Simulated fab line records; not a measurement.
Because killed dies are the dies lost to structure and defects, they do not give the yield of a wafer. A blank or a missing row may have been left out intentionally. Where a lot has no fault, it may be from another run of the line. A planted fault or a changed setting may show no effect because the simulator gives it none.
Struck lot and sound lot, side by side ; flow sfq line ; 15 steps out of a route of 325
Sound: these wafers, L238.1, L238.4, L238.5. Struck: wafers L257.4, L257.5. (L257.6 of the same lot was not struck and is left out.) The cause comes at the end.
Order at every step that has rows: each side's tool, ch and its chambers, its first start. Under that, the readings that differ: sound wafers ; struck wafers ; difference of the means ; sigmas: that difference in standard deviations of wafers without a fault.
alike: readings with means less than 2 such deviations apart, plus words and numbers identical on both sides. not compared: withheld readings, readings lacking a value on some wafer, bounds such as >300 that could conceal the same value, and numbers that have no deviation in the record and whose values overlap.
The two part at a step that has a row with sigmas, a row that says differs or no value, or rows on one side only. Numbers that don't overlap but have no deviation are shown without sigmas and don't part them. A reading that every wafer of one side lacks parts them only if that side has two wafers or more.

first, 1 step without rows for these wafers: SFQ_TRILAYER_M3_STRIP_SOLV_CLEAN_080 (cleans in NMP, time 600 s).
SFQ_TRILAYER_I3_DEP_PECVD_081: deposits SiO2 from SiH4/N2O, time 111.11 s, target thk 500 nm.
  sound on pecvd-03 ch 0,1, day 40 18:38; struck on pecvd-03 ch 0,2, day 50 21:50
  alike: heater power w, throttle valve pct
SFQ_TRILAYER_I3_CMP_CMP_082: polishes SiO2.
  sound on cmp-01 ch 0,1,2, day 40 19:13; struck on cmp-02 ch 0,3, day 51 08:02
reading;sound;struck;difference;sigmas
time to endpoint s (s);206 210 220;232 220;+14;+2
  alike: edge zone pressure frac, motor current A
SFQ_I3_BOW_MEAS_922:
  sound on film metro-04 at day 40 21:43; struck on film metro-02 at day 51 10:36
  alike: I3_BOW
SFQ_TRILAYER_I3_METRO_MEASURE_083:
  sound on film metro-04 at day 40 21:50; struck on film metro-02 at day 51 11:16
reading;sound;struck;difference;sigmas
thk nm (nm);199.8 199.3 201.4;202.5 201.7;+1.9;+2
then, 6 steps without rows for these wafers: SFQ_TRILAYER_I3_VIA_LITHO_COAT_090 (resist thk 62 nm); SFQ_TRILAYER_I3_VIA_LITHO_COAT_085 (resist thk 650 nm); SFQ_TRILAYER_I3_VIA_LITHO_SOFTBAKE_089; SFQ_TRILAYER_I3_VIA_LITHO_EXPOSE_086 (exposes mask I3, target cd 500 nm); SFQ_TRILAYER_I3_VIA_LITHO_PEB_088 (peb time 60 s); SFQ_TRILAYER_I3_VIA_LITHO_DEVELOP_087 (time 60 s).
-- the record jumps here: 5 days lie between the struck wafers' starts before and after --
SFQ_I3_OVL_MEAS_923:
  sound on overlay-01 at day 41 01:24; struck on overlay-02 at day 56 09:11
  alike: I3_OVL
SFQ_TRILAYER_I3_VIA_BARC_OPEN_VIA_ETCH_121: etches BARC in O2, target depth 125 nm, time 41.7 s.
  sound on rie diel-04 ch 1,2, day 41 01:26; struck on rie diel-03 ch 0, day 56 09:13
reading;sound;struck;difference;sigmas
model.KrF_of_TRILAYER_I3_VIA_LITHO_COAT_085.thk nm (nm);571.4 573.3 572.8;556.8 555.7;-16.2;
  alike: bias w, drypump motor current A, oes product au
  not compared: rf hours counter h
SFQ_TRILAYER_I3_VIA_ETCH_VIA_ETCH_088: etches SiO2 in CHF3, stops on Nb, target depth 260 nm.
  sound on rie diel-04 ch 1,2, day 41 01:29; struck on rie diel-03 ch 0, day 56 09:15
reading;sound;struck;difference;sigmas
model.KrF_of_TRILAYER_I3_VIA_LITHO_COAT_085.thk nm (nm);526.5 528.3 527.9;511.5 510.5;-16.6;
  alike: bias w, drypump motor current A, oes product au
SFQ_TRILAYER_I3_VIA_STRIP_STRIP_089: strips in O2.
  sound on rie metal-02 ch 1, day 41 01:35; struck on rie metal-04 ch 0, day 56 09:34
reading;sound;struck;difference;sigmas
drypump motor current A (A);6.8 6.8 6.8;5.7 5.6;-1.1;-3
  alike: oes product au, platen temp c
  not compared: rf hours counter h

## WHERE THEY PART
At SFQ_TRILAYER_I3_CMP_CMP_082 first; at SFQ_TRILAYER_I3_VIA_STRIP_STRIP_089 last (within this record only).

WHY: what the simulator had put in
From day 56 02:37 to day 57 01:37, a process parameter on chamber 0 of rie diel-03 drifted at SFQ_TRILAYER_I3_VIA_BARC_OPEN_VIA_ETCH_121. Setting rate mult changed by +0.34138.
